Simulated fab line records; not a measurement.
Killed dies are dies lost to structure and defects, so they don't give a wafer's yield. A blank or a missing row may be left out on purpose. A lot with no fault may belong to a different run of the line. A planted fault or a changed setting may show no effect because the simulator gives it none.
Which tool did it? / flow gf180mcu / 14 lots with 42 wafers sampled at 3 steps, on a route of 602 steps

WHAT THE GAUGES READ, wafer by wafer
GF_V2_THK_MEAS_01.
lot=L323; measured=day 21 06:46; on=filmMetro-04; V2_CVD_00_THK (nm)=609 613 609
lot=L324; measured=day 21 21:19; on=filmMetro-03; V2_CVD_00_THK (nm)=596 601 592
lot=L326; measured=day 22 13:24; on=filmMetro-03; V2_CVD_00_THK (nm)=596 602 593
lot=L327; measured=day 22 17:17; on=filmMetro-04; V2_CVD_00_THK (nm)=607 602 596
lot=L328; measured=day 23 05:41; on=filmMetro-02; V2_CVD_00_THK (nm)=608 600 608
lot=L329; measured=day 23 11:08; on=filmMetro-03; V2_CVD_00_THK (nm)=604 600 592
lot=L330; measured=day 23 17:27; on=filmMetro-03; V2_CVD_00_THK (nm)=605 603 598
lot=L331; measured=day 24 08:26; on=filmMetro-04; V2_CVD_00_THK (nm)=594 594 605
lot=L336; measured=day 25 18:01; on=filmMetro-04; V2_CVD_00_THK (nm)=599 601 600
lot=L337; measured=day 26 05:06; on=filmMetro-02; V2_CVD_00_THK (nm)=607 597 603
lot=L338; measured=day 26 10:13; on=filmMetro-04; V2_CVD_00_THK (nm)=603 597 604
lot=L344; measured=day 28 00:45; on=filmMetro-02; V2_CVD_00_THK (nm)=603 593 606
lot=L345; measured=day 28 09:19; on=filmMetro-04; V2_CVD_00_THK (nm)=600 605 601
lot=L346; measured=day 28 14:18; on=filmMetro-02; V2_CVD_00_THK (nm)=603 606 599

EACH LOT AND THE TOOL THAT RAN IT (in order: tool; ch and the chambers of the sampled wafers; start)
lot=L323; GF_HV_LDD_DEVELOP_30=lithoTrack-03 ch 0, day 12 22:14; GF_V1_SPUTTER_22=pvdSputter-04, day 20 03:34
lot=L324; GF_HV_LDD_DEVELOP_30=lithoTrack-02 ch 0, day 13 11:01; GF_V1_SPUTTER_22=pvdSputter-01, day 20 17:39
lot=L326; GF_HV_LDD_DEVELOP_30=lithoTrack-04 ch 0, day 13 23:37; GF_V1_SPUTTER_22=pvdSputter-04, day 21 11:11
lot=L327; GF_HV_LDD_DEVELOP_30=lithoTrack-02 ch 0, day 14 05:37; GF_V1_SPUTTER_22=pvdSputter-01, day 21 15:06
lot=L328; GF_HV_LDD_DEVELOP_30=lithoTrack-03 ch 0, day 14 16:19; GF_V1_SPUTTER_22=pvdSputter-02, day 22 03:50
lot=L329; GF_HV_LDD_DEVELOP_30=lithoTrack-03 ch 0, day 14 22:08; GF_V1_SPUTTER_22=pvdSputter-04, day 22 08:59
lot=L330; GF_HV_LDD_DEVELOP_30=lithoTrack-02 ch 0, day 15 02:19; GF_V1_SPUTTER_22=pvdSputter-02, day 22 15:42
lot=L331; GF_HV_LDD_DEVELOP_30=lithoTrack-03 ch 0, day 15 16:44; GF_V1_SPUTTER_22=pvdSputter-04, day 23 06:35
lot=L336; GF_HV_LDD_DEVELOP_30=lithoTrack-04 ch 0, day 17 03:23; GF_V1_SPUTTER_22=pvdSputter-01, day 24 17:53
lot=L337; GF_HV_LDD_DEVELOP_30=lithoTrack-03 ch 0, day 17 15:08; GF_V1_SPUTTER_22=pvdSputter-01, day 25 04:23
lot=L338; GF_HV_LDD_DEVELOP_30=lithoTrack-03 ch 0, day 17 20:32; GF_V1_SPUTTER_22=pvdSputter-04, day 25 09:45
lot=L344; GF_HV_LDD_DEVELOP_30=lithoTrack-02 ch 0, day 19 15:07; GF_V1_SPUTTER_22=pvdSputter-04, day 27 01:17
lot=L345; GF_HV_LDD_DEVELOP_30=lithoTrack-02 ch 0, day 20 01:10; GF_V1_SPUTTER_22=pvdSputter-04, day 27 10:23
lot=L346; GF_HV_LDD_DEVELOP_30=lithoTrack-03 ch 0, day 20 07:31; GF_V1_SPUTTER_22=pvdSputter-02, day 27 15:14
- GF_HV_LDD_DEVELOP_30: develop time 60 s.
- GF_V1_SPUTTER_22: material TiN, target thk 10 nm, time 40 s.

AS READ BY THE TOOLS THEMSELVES (means over the sampled wafers that have a number; for cases with no such wafer, the mark the record gives instead)
GF_HV_LDD_DEVELOP_30.
lot=L323; tool=lithoTrack-03; developerTempC (C)=22.99
lot=L324; tool=lithoTrack-02; developerTempC (C)=22.97
lot=L326; tool=lithoTrack-04; developerTempC (C)=22.94
lot=L327; tool=lithoTrack-02; developerTempC (C)=23.00
lot=L328; tool=lithoTrack-03; developerTempC (C)=23.17
lot=L329; tool=lithoTrack-03; developerTempC (C)=22.95
lot=L330; tool=lithoTrack-02; developerTempC (C)=22.98
lot=L331; tool=lithoTrack-03; developerTempC (C)=22.99
lot=L336; tool=lithoTrack-04; developerTempC (C)=22.98
lot=L337; tool=lithoTrack-03; developerTempC (C)=23.99
lot=L338; tool=lithoTrack-03; developerTempC (C)=23.84
lot=L344; tool=lithoTrack-02; developerTempC (C)=23.11
lot=L345; tool=lithoTrack-02; developerTempC (C)=23.00
lot=L346; tool=lithoTrack-03; developerTempC (C)=22.90

GF_V1_SPUTTER_22.
lot=L323; tool=pvdSputter-04; chamberPressurePa (Pa)=4.994; throttleValvePct (%)=30.5
lot=L324; tool=pvdSputter-01; chamberPressurePa (Pa)=5.004; throttleValvePct (%)=29.2
lot=L326; tool=pvdSputter-04; chamberPressurePa (Pa)=5.001; throttleValvePct (%)=30.3
lot=L327; tool=pvdSputter-01; chamberPressurePa (Pa)=5.000; throttleValvePct (%)=29.1
lot=L328; tool=pvdSputter-02; chamberPressurePa (Pa)=5.006; throttleValvePct (%)=30.2
lot=L329; tool=pvdSputter-04; chamberPressurePa (Pa)=4.996; throttleValvePct (%)=30.1
lot=L330; tool=pvdSputter-02; chamberPressurePa (Pa)=5.011; throttleValvePct (%)=30.8
lot=L331; tool=pvdSputter-04; chamberPressurePa (Pa)=5.008; throttleValvePct (%)=30.6
lot=L336; tool=pvdSputter-01; chamberPressurePa (Pa)=4.996; throttleValvePct (%)=29.2
lot=L337; tool=pvdSputter-01; chamberPressurePa (Pa)=5.002; throttleValvePct (%)=29.2
lot=L338; tool=pvdSputter-04; chamberPressurePa (Pa)=4.996; throttleValvePct (%)=30.4
lot=L344; tool=pvdSputter-04; chamberPressurePa (Pa)=5.009; throttleValvePct (%)=30.2
lot=L345; tool=pvdSputter-04; chamberPressurePa (Pa)=5.002; throttleValvePct (%)=29.8
lot=L346; tool=pvdSputter-02; chamberPressurePa (Pa)=4.994; throttleValvePct (%)=30.2

THE ANSWER, worked out from the rows above alone
Rule: usual is defined by the lots themselves. Put in order of their means at a reading, lots are off if they are a third of the lots or fewer, leave a main group of 4 or more, and stand apart from it by a gap of 3 or more times the standard deviation of the main group's means; of several such gaps the widest counts. A main group whose means are all the same, to the digits that the tables above print for the reading, isn't used. A lot without any number at a reading at which 4 lots or more have one is off too. Where the step has rows for the other lots, those lots are counted as sound. The gauges are gone through in route order, then the tools' own readings, and for those a lot's mean is taken as printed above. The first step at which some lot is off is used, and at that step the reading that is off furthest; a lot without a number counts as furthest.
Off: L337, L338, at GF_HV_LDD_DEVELOP_30 (developerTempC). The main group has a mean of 23.00 C with a standard deviation of 0.07.
If a tool, at that step or one of the process steps before it, ran each lot that is off and ran no sound lot following the first of them, it fits. No candidate that was tried fits.

WHAT THE SIMULATOR HAD INSERTED
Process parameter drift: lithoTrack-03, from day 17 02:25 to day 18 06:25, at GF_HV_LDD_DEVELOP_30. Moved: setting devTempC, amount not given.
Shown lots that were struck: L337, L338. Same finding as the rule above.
